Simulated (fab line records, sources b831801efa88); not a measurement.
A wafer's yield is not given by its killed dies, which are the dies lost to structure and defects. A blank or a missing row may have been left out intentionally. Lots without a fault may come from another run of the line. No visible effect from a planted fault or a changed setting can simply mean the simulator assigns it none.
fab line records	flow sky130
record: lots: 6	wafers: 18	lastDay: 49
route steps=708 shown GATE_OXIDE@201 POLY_GATE@204 RES_PROTECT@206 PAD_OPEN@708
lots that met no fault: taken from a fault-free run of the same line
startH: hours from the record's first day to the start of the lot's first wafer shown	waitH: how many hours have passed since the lot's step before this one	" unchanged from the row above	L1.1+2: one row covering several wafers at once	- no value, or no start was given	* or withheld: withheld	< > ~ a bound
route shown NAME@n: a module of which the file shows steps, and the number in the route of the first	usual: mean and standard deviation over wafers with no fault	same: alike in all rows	chamber/n: place in a boat	sites: readings site by site	_std_site: how widely they spread, as a standard deviation	_edge_site: inner sites' mean taken away from outer sites' mean	radiusMm: how far each site lies from the wafer's centre	mask NAME#n: copy n	behind: tool/chamber where the wafer was last shaped	hold: what put the lot on hold/how long, in hours/how the hold closed	device: transistor that didn't switch, given as n, p or np	end of line: at the end of the route, the tests of the same wafers	a step given without rows: its recipe and nothing more	killed: count of dies lost to structure and defects at first sort (not the wafer's yield)	map: a wafer's dies, marking killed ones x, the rest . and places with no die _
set.NAME: the run value of the setting; set.NAME@STEP: its run value at that earlier step	model.NAME: the simulator's own value behind a step, which no gauge read
lots at selected steps of the route; one table per step, one row per wafer
services: when a tool's chamber went out of use (startH, in hours from the record's first day, below 0 if earlier), for how many hours, and the reason
== steps ==
step: SKY_GATE_OXIDE_TW_MEAS_14
usual: GATE_OXIDE_TW: 223.4/2.9
lot.wafer	tool	chamber	startH	waitH	GATE_OXIDE_TW
L865.1	filmMetro-04	-	343.70	0.1	220.2
L865.2	"	-	"	"	219.1
L865.4	"	-	"	"	220.5
L868.1	filmMetro-02	-	366.07	0.1	225.6
L868.2	"	-	"	"	225.2
L868.6	"	-	"	"	225.5
L871.1	filmMetro-03	-	402.48	0.1	225.0
L871.3	"	-	"	"	226.3
L871.4	"	-	"	"	224.1
L876.1	filmMetro-04	-	459.03	0.1	220.4
L876.2	"	-	"	"	219.3
L876.4	"	-	"	"	221.0
L880.1	filmMetro-04	-	472.68	0.1	220.5
L880.2	"	-	"	"	219.1
L880.6	"	-	"	"	220.7
L881.3	filmMetro-02	-	476.68	0.1	224.8
L881.4	"	-	"	"	224.6
L881.6	"	-	"	"	223.6
step: SKY_GATE_OXIDE_CLEAN_15
recipe: chemistry: SC1/SC2	mix: 1:4:20	tempC: 70	timeS: 150	dry: n2Spin
step: SKY_GATE_OXIDE_OXIDATION_16
recipe: tempC: 800	ambient: O2	idleTempC: 700	rampUpCPerMin: 10	rampDownCPerMin: 3	stabiliseS: 600	purgeS: 300	targetThkA: 35.7	oxTimeS: 1915
step: SKY_POLY_GATE_CVD_00
recipe: material: poly-Si	targetThkNm: 180	tempC: 620	timeS: 720	pressureMtorr: 200
step: SKY_POLY_GATE_THK_MEAS_01
recipe: reads: poly-Si_of_POLY_GATE_CVD_00
usual: POLY_GATE_CVD_00_THK: 180.6/1.7
lot.wafer	tool	chamber	startH	waitH	POLY_GATE_CVD_00_THK[nm]
L865.1	filmMetro-04	-	346.54	0.0	178.9
L865.2	"	-	"	"	179.5
L865.4	"	-	"	"	180.2
L868.1	filmMetro-02	-	369.16	0.0	180.5
L868.2	"	-	"	"	180.2
L868.6	"	-	"	"	178.7
L871.1	filmMetro-02	-	405.57	0.0	178.4
L871.3	"	-	"	"	178.0
L871.4	"	-	"	"	178.3
L876.1	filmMetro-02	-	462.14	0.0	180.3
L876.2	"	-	"	"	178.3
L876.4	"	-	"	"	180.3
L880.1	filmMetro-02	-	476.12	0.0	182.5
L880.2	"	-	"	"	182.0
L880.6	"	-	"	"	182.6
L881.3	filmMetro-04	-	480.12	0.0	182.6
L881.4	"	-	"	"	183.1
L881.6	"	-	"	"	183.4
step: SKY_RES_PROTECT_DEHYDRATE_00
recipe: tempC: 200	timeS: 60
step: SKY_RES_PROTECT_HMDS_01
recipe: primeTimeS: 60	primeTempC: 120
step: SKY_RES_PROTECT_COAT_02
recipe: resist: NOVOLAK	spinRpm: 3000	resistThkNm: 1140
step: SKY_RES_PROTECT_SOFTBAKE_03
recipe: tempC: 90	timeS: 60	resist: NOVOLAK
step: SKY_RES_PROTECT_EXPOSE_04
recipe: maskId: RPM	na: 0.6	sourceShape: conventional	sigmaOuter: 0.6	polarization: unpolarized	targetCdNm: 1270	doseMj: 131
step: SKY_RES_PROTECT_PEB_05
recipe: tempC: withheld	timeS: *	resist: NOVOLAK
step: SKY_RES_PROTECT_DEVELOP_06
recipe: resist: NOVOLAK	developer: TMAH	developTimeS: 60	devTempC: 23
step: SKY_POLY_GATE_IMPLANT_02
recipe: species: P	energyKev: 30	doseCm2: 7.7e+15	tiltDeg: 0
lot.wafer	tool	chamber	startH	waitH
L865.1+2+4	implanter-04	0	373.49	0.1
L868.1+2+6	implanter-01	0	397.19	0.1
L868.1+2+6	implanter-01	0	397.51	0.3
L871.1+3+4	implanter-04	0	435.53	0.1
L876.1+2+4	implanter-04	0	491.69	0.1
L876.1+2+4	implanter-04	0	492.29	0.6
L880.1+2+6	implanter-04	0	505.84	0.1
L881.3+4+6	implanter-04	0	510.54	0.1
step: SKY_RES_PROTECT_STRIP_07
recipe: chemistry: O2/N2	powerW: 1400	pressureMtorr: 1500	platenTempC: withheld	o2FlowSccm: 3000	n2FlowSccm: 300	overashFraction: 0.5
usual: drypumpMotorCurrentA: 5.6/0.44	o2FlowSccm: 3001/9.2	oesProductAu: 0.518/0.0041	stripTimeToEndpointS: 23.30/0.037
same: overashFraction: 0.5
lot.wafer	tool	chamber	startH	waitH	drypumpMotorCurrentA	o2FlowSccm	oesProductAu	rfHoursCounterH	stripTimeToEndpointS
L865.1	plasmaAsher-01	0	373.64	0.1	5.9	3007	0.521	58	23.37
L865.2	"	1	"	"	5.1	2981	0.521	58	23.35
L865.4	"	0	"	"	5.9	3013	0.517	-	23.39
L868.1	plasmaAsher-01	0	397.66	0.1	5.9	2979	0.496	60	25.13
L868.2	"	1	"	"	5.1	2995	0.499	60	25.12
L868.6	"	1	"	"	5.0	3002	0.503	-	25.09
L871.1	plasmaAsher-03	1	435.68	0.1	5.7	2996	0.518	78	23.20
L871.3	"	1	"	"	5.7	2993	0.515	-	23.29
L871.4	"	0	"	"	6.2	3004	0.513	-	23.30
L876.1	plasmaAsher-03	1	492.44	0.1	5.8	2991	0.493	83	25.18
L876.2	"	0	"	"	6.2	2990	0.495	83	25.18
L876.4	"	0	"	"	6.2	3004	0.502	-	25.16
L880.1	plasmaAsher-01	1	505.99	0.1	5.1	2991	0.521	71	23.28
L880.2	"	0	"	"	5.8	3001	0.514	71	23.28
L880.6	"	0	"	"	5.9	2990	0.517	-	23.30
L881.3	plasmaAsher-01	1	510.67	0.1	5.1	3014	0.519	-	23.33
L881.4	"	0	"	"	5.9	2995	0.516	-	23.28
L881.6	"	1	"	"	5.1	3005	0.515	-	23.35
step: SKY_RES_PROTECT_TW_MEAS_08
usual: POLY_GATE_TW: 4003/74
lot.wafer	tool	chamber	startH	waitH	POLY_GATE_TW
L865.1	filmMetro-03	-	373.74	0.1	4116
L865.2	"	-	"	"	4121
L865.4	"	-	"	"	4121
L868.1	filmMetro-01	-	397.76	0.1	4053
L868.2	"	-	"	"	4043
L868.6	"	-	"	"	4041
L871.1	filmMetro-01	-	435.78	0.1	3897
L871.3	"	-	"	"	3919
L871.4	"	-	"	"	3910
L876.1	filmMetro-04	-	492.54	0.1	4093
L876.2	"	-	"	"	4111
L876.4	"	-	"	"	4105
L880.1	filmMetro-03	-	506.09	0.1	4064
L880.2	"	-	"	"	4051
L880.6	"	-	"	"	4079
L881.3	filmMetro-03	-	510.76	0.1	4085
L881.4	"	-	"	"	4073
L881.6	"	-	"	"	4065
step: SKY_PAD_OPEN_PROBE_99
usual: killed_at_M0_to_M3: 44/7.6	killed_at_M4_up: 3.2/1.7	killedAtContacts: 24/5.7	killedAtFrontEnd: 16/3.9	killedAtOther: 0.2/0.45	killedDies: 87/9.5	killedOpen: 47/6.9	killedShort: 40/5.8
same: grossDies: 492	killedAtBackSide: 0
lot.wafer	tool	chamber	startH	waitH	killed_at_M0_to_M3	killed_at_M4_up	killedAtContacts	killedAtFrontEnd	killedAtOther	killedDies	killedOpen	killedShort	model.etest.resPoly.lineOhmUm	model.etest.liconPoly.rcOhm	model.etest.resPoly.rsOhmSq	model.etest.nfet_01v8_lvt.vtLongV
L865.1	prober-01	-	1099.06	0.1	54	5	23	17	0	99	64	35	502.8	150.8	48.4	0.4277
L865.2	prober-01	-	1099.11	0.1	42	3	24	11	0	80	49	31	493.1	152	47.56	0.434
L865.4	prober-01	-	1099.21	0.2	43	5	25	16	0	89	46	43	499.4	150.2	48.35	0.4383
L868.1	prober-02	-	1112.80	0.1	55	3	26	20	0	104	42	62	387.3	102.8	36.41	0.4204
L868.2	prober-02	-	1112.85	0.1	36	6	22	14	0	78	36	42	380.9	102	35.87	0.422
L868.6	prober-02	-	1113.05	0.2	45	5	12	12	0	74	43	31	402.7	103.7	36.27	0.4186
L871.1	prober-01	-	1132.14	0.1	33	1	20	13	0	67	36	31	475.4	157.9	47.63	0.438
L871.3	prober-01	-	1132.24	0.2	34	3	15	18	0	70	40	30	504.9	154.9	47.94	0.4365
L871.4	prober-01	-	1132.29	0.2	47	3	18	15	0	83	45	38	485.2	155.3	47.85	0.4361
L876.1	prober-02	-	1174.47	0.1	41	6	33	19	0	99	51	48	412.8	104.5	35.86	0.4273
L876.2	prober-02	-	1174.52	0.1	46	5	18	14	0	83	46	37	389.3	109.5	36.35	0.4256
L876.4	prober-02	-	1174.62	0.2	36	3	26	21	0	86	45	41	395.5	103.2	35.92	0.4394
L880.1	prober-02	-	1181.85	0.1	43	1	24	12	0	80	42	38	477.1	149.5	47.7	0.4379
L880.2	prober-02	-	1181.90	0.1	37	2	26	18	0	83	45	38	505.3	150.1	47.7	0.4347
L880.6	prober-02	-	1182.10	0.2	38	3	22	17	0	80	41	39	501.1	154.8	47.81	0.4369
L881.3	prober-01	-	1184.61	0.2	51	2	27	16	1	97	54	43	515.6	157	46.44	0.433
L881.4	prober-01	-	1184.66	0.2	38	2	40	16	0	96	56	40	495.6	158.2	46.01	0.4321
L881.6	prober-01	-	1184.76	0.2	39	2	19	15	0	75	38	37	529.7	153.3	46.38	0.4312
killed by level:class
L865.1 VIA1:geometricParticle:open=13 VIA3:geometricParticle:open=12 LI_CONTACT:geometricParticle:open=9 CONTACT:geometricParticle:open=7 VIA2:geometricParticle:open=7 POLY_GATE:geometricParticle:open=6 METAL2:geometricParticle:short=5 FIELD_ISO:geometricParticle:short=4
L865.2 VIA1:geometricParticle:open=9 CONTACT:geometricParticle:open=8 VIA2:geometricParticle:open=8 LI_CONTACT:geometricParticle:open=6 VIA3:geometricParticle:open=6 LOCAL_INTERCONNECT:geometricParticle:short=5 METAL1:geometricParticle:short=4 FIELD_ISO:geometricParticle:open=3
L865.4 CONTACT:geometricParticle:open=11 METAL2:geometricParticle:short=8 METAL1:geometricParticle:short=8 VIA3:geometricParticle:open=7 VIA1:geometricParticle:open=6 FIELD_ISO:geometricParticle:open=5 LOCAL_INTERCONNECT:geometricParticle:short=5 CONTACT:geometricParticle:short=5
L868.1 VIA1:geometricParticle:open=13 VIA1:geometricParticle:short=9 POLY_GATE:geometricParticle:short=8 CONTACT:geometricParticle:short=8 METAL1:geometricParticle:short=8 LOCAL_INTERCONNECT:geometricParticle:short=7 CONTACT:geometricParticle:open=6 METAL2:geometricParticle:short=6
L868.2 VIA2:geometricParticle:open=7 CONTACT:geometricParticle:short=6 CONTACT:geometricParticle:open=5 METAL1:geometricParticle:short=5 VIA2:geometricParticle:short=5 FIELD_ISO:geometricParticle:short=4 POLY_GATE:geometricParticle:short=4 LI_CONTACT:geometricParticle:open=4
L868.6 VIA2:geometricParticle:open=11 VIA2:geometricParticle:short=9 LI_CONTACT:geometricParticle:open=8 VIA3:geometricParticle:open=7 VIA1:geometricParticle:open=5 METAL3:geometricParticle:short=4 METAL4:geometricParticle:short=4 SPACER:geometricParticle:open=3
L871.1 LI_CONTACT:geometricParticle:open=8 CONTACT:geometricParticle:short=6 FIELD_ISO:geometricParticle:short=5 VIA1:geometricParticle:open=5 VIA2:geometricParticle:open=5 VIA1:geometricParticle:short=4 METAL2:geometricParticle:short=4 VIA3:geometricParticle:open=4
L871.3 VIA1:geometricParticle:open=8 CONTACT:geometricParticle:open=6 FIELD_ISO:geometricParticle:open=5 LI_CONTACT:geometricParticle:open=4 METAL2:geometricParticle:short=4 VIA2:geometricParticle:short=4 METAL3:geometricParticle:short=4 FIELD_ISO:geometricParticle:short=3
L871.4 VIA1:geometricParticle:open=11 VIA3:geometricParticle:open=8 LI_CONTACT:geometricParticle:open=7 METAL1:geometricParticle:short=6 FIELD_ISO:geometricParticle:open=5 CONTACT:geometricParticle:short=5 VIA1:geometricParticle:short=4 VIA2:geometricParticle:open=4
L876.1 CONTACT:geometricParticle:open=11 VIA1:geometricParticle:open=11 VIA1:geometricParticle:short=8 LI_CONTACT:geometricParticle:short=6 LI_CONTACT:geometricParticle:open=6 CONTACT:geometricParticle:short=6 FIELD_ISO:geometricParticle:short=5 VIA3:geometricParticle:open=5
L876.2 VIA1:geometricParticle:open=10 CONTACT:geometricParticle:open=9 VIA2:geometricParticle:open=9 VIA1:geometricParticle:short=8 FIELD_ISO:geometricParticle:short=6 VIA3:geometricParticle:open=5 VIA3:geometricParticle:short=4 LI_CONTACT:geometricParticle:open=4
L876.4 CONTACT:geometricParticle:open=15 VIA1:geometricParticle:open=6 VIA3:geometricParticle:short=6 FIELD_ISO:geometricParticle:short=5 FIELD_ISO:geometricParticle:open=5 POLY_GATE:geometricParticle:open=5 VIA1:geometricParticle:short=4 VIA2:geometricParticle:short=4
L880.1 VIA1:geometricParticle:open=9 CONTACT:geometricParticle:open=8 METAL1:geometricParticle:short=8 METAL2:geometricParticle:short=6 VIA2:geometricParticle:open=6 LI_CONTACT:geometricParticle:open=5 LOCAL_INTERCONNECT:geometricParticle:short=5 POLY_GATE:geometricParticle:short=4
L880.2 CONTACT:geometricParticle:open=9 VIA1:geometricParticle:open=9 LI_CONTACT:geometricParticle:open=7 METAL1:geometricParticle:short=6 VIA3:geometricParticle:open=6 POLY_GATE:geometricParticle:short=5 POLY_GATE:geometricParticle:open=5 METAL2:geometricParticle:short=4
L880.6 METAL2:geometricParticle:short=9 CONTACT:geometricParticle:open=7 LI_CONTACT:geometricParticle:open=6 VIA3:geometricParticle:open=6 FIELD_ISO:geometricParticle:short=5 LI_CONTACT:geometricParticle:short=4 METAL1:geometricParticle:short=4 VIA1:geometricParticle:open=4
L881.3 VIA1:geometricParticle:open=17 LI_CONTACT:geometricParticle:open=13 VIA3:geometricParticle:open=8 CONTACT:geometricParticle:short=6 VIA1:geometricParticle:short=6 METAL1:geometricParticle:short=6 CONTACT:geometricParticle:open=5 VIA3:geometricParticle:short=5
L881.4 CONTACT:geometricParticle:open=17 VIA1:geometricParticle:open=10 CONTACT:geometricParticle:short=8 LI_CONTACT:geometricParticle:open=6 VIA3:geometricParticle:open=6 LOCAL_INTERCONNECT:geometricParticle:short=6 METAL1:geometricParticle:short=5 FIELD_ISO:geometricParticle:open=4
L881.6 VIA1:geometricParticle:open=7 VIA1:geometricParticle:short=7 VIA2:geometricParticle:open=7 CONTACT:geometricParticle:short=5 CONTACT:geometricParticle:open=5 METAL1:geometricParticle:short=5 FIELD_ISO:geometricParticle:short=4 FIELD_ISO:geometricParticle:open=4
== services ==
tool	chamber	startH	hours	kind
implanter-01	-	381.45	5.7	repair
plasmaAsher-03	-	396.56	2.8	pm
implanter-01	-	406.81	3.4	repair
implanter-01	-	410.25	115.8	pm
implanter-04	-	472.39	4.4	repair
== key ==
firstSign: step: SKY_POLY_GATE_IMPLANT_02	reading: visit	direction: added
effect: step: SKY_RES_PROTECT_STRIP_07	reading: stripTimeToEndpointS	direction: up	sigmas: 50	usual: *	struck: *
modelEffect: step: SKY_PAD_OPEN_PROBE_99	value: etest.resPoly.lineOhmUm	without: 531	struck: 394.8
metAt SKY_POLY_GATE_IMPLANT_02
struckWafers L868.1,L868.2,L868.6,L876.1,L876.2,L876.4
testerLeftOut L868,L876
fault: kind: repeatedStepWhole	tool: implanter-01,implanter-03,implanter-04	chamber: -	onsetH: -	steps: SKY_POLY_GATE_IMPLANT_02	times: 1	scope: struckLotsOnly
testerLeftOut: of these lots the tester's yield and bins aren't shown, on N5 and GAA mostly nor the transistor test; their killed dies are dies lost to structure and defects alone, not to doping, threshold or leakage, so they don't give the yield
